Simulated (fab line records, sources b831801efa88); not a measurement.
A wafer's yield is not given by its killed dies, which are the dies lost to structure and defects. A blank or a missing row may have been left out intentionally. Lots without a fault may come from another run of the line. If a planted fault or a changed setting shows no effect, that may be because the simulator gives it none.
Matching of chambers | flow gf180mcu | GF_V1_CMP_04 on cmp-01: 4 sister chambers
The step polishes SiO2. 4 wafers are shown with their chamber, then 7 later ones without.

## WAFERS WITH THEIR CHAMBER
wafer  | chamber | motor-current-A (A)
L449.1 | 2       | 10.6
L449.5 | 1       | 12.6
L466.2 | 0       | 11.8
L466.3 | 3       | 13.2

## WAFERS WITHOUT THEIR CHAMBER
wafer  | motor-current-A (A)
L466.6 | 12.6
L467.1 | 13.4
L467.5 | 12.1
L467.6 | 11.9
L470.2 | 12.6
L470.3 | 11.7
L470.6 | 11.0

## CHAMBER TAKEN BY EACH
wafer  | from the rows above     | in truth
L466.6 | 1                       | 1
L467.1 | 3                       | 3
L467.5 | can't be placed: 0 or 1 | 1
L467.6 | 0                       | 0
L470.2 | 1                       | 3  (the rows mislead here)
L470.3 | 0                       | 0
L470.6 | can't be placed: 2 or 0 | 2
Correct placement for 4 of the 7. Cannot be placed on the basis of these rows: 2; the candidates contain the true chamber in 2. Number placed wrongly: 1.
How it was worked out, from the rows above alone: a wafer's distance from a chamber is the root of the sum, over the readings, of the square of ((its reading less the chamber's mean) divided by the reading's scatter). If the next closest chamber is less than 2 further off than the closest, the wafer can't be placed; otherwise it belongs to the closest. Each chamber's mean is taken over the wafers shown for it. The scatter: with one shown wafer a chamber, the root of the mean of the squares of how far each hidden wafer lies from its nearest shown one.
